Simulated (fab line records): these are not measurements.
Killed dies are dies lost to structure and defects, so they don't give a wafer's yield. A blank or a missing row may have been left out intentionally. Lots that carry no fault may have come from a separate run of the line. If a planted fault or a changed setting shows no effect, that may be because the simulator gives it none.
The tool behind it: which one? | flow gf180mcu | 6 lots, 18 wafers sampled, at 3 steps of a route of 602

WHAT EACH GAUGE READ, for each wafer
GF_LVPWELL_TW_MEAS_11.
lot  | measured    | on            | LVPWELL_TW
L942 | day 4 13:49 | film_metro-02 | 556 556 560
L950 | day 6 11:22 | film_metro-04 | 828 829 828
L952 | day 6 19:40 | film_metro-01 | 557 559 560
L955 | day 7 13:37 | film_metro-02 | 557 556 557
L958 | day 8 06:50 | film_metro-02 | 550 553 549
L962 | day 9 05:50 | film_metro-04 | 559 557 556

WHAT TOOL EACH LOT RAN ON (gives the tool, then ch and the chambers of the sampled wafers, and finally the start)
lot  | GF_NWELL_STRIP_10                   | GF_LVPWELL_IMPLANT_08
L942 | plasma_asher-02 ch 0,1, day 3 23:14 | implanter-04 ch 0, day 4 13:26
L950 | plasma_asher-03 ch 0,1, day 5 20:16 | implanter-03 ch 0, day 6 10:59
L952 | plasma_asher-02 ch 1, day 6 04:47   | implanter-02 ch 0, day 6 19:17
L955 | plasma_asher-03 ch 0,1, day 6 21:13 | implanter-02 ch 0, day 7 13:13
L958 | plasma_asher-02 ch 0,1, day 7 14:26 | implanter-02 ch 0, day 8 06:26
L962 | plasma_asher-04 ch 0, day 8 12:49   | implanter-03 ch 0, day 9 05:26
- GF_NWELL_STRIP_10: strips in O2/N2.
- GF_LVPWELL_IMPLANT_08

THE ANSWER, worked out from the rows above alone
Rule: the usual values come from the lots themselves. The widest of any qualifying gaps counts: lots, ordered by their means at a reading, are off when they make up no more than a third of the lots, leave a main group of 4 or more, and stand apart from it by 3 or more times the standard deviation of that group's means. If all means in a main group match to the digits the tables above print for the reading, that group is not used. Also off: a lot with no number at a reading for which 4 or more lots have one. The other lots that the step has rows for count as sound.
Off: L950, at GF_LVPWELL_TW_MEAS_11 (LVPWELL_TW). For the main group the mean is 556 and the standard deviation 2.8.
A tool fits if, at a process step before that reading, it ran every lot that is off, and no sound lot after the first of them. Gauges at GF_LVPWELL_TW_MEAS_11: tried the same way as those tools. Not one of the candidates tried fits.

WHAT THE SIMULATOR HAD INSERTED
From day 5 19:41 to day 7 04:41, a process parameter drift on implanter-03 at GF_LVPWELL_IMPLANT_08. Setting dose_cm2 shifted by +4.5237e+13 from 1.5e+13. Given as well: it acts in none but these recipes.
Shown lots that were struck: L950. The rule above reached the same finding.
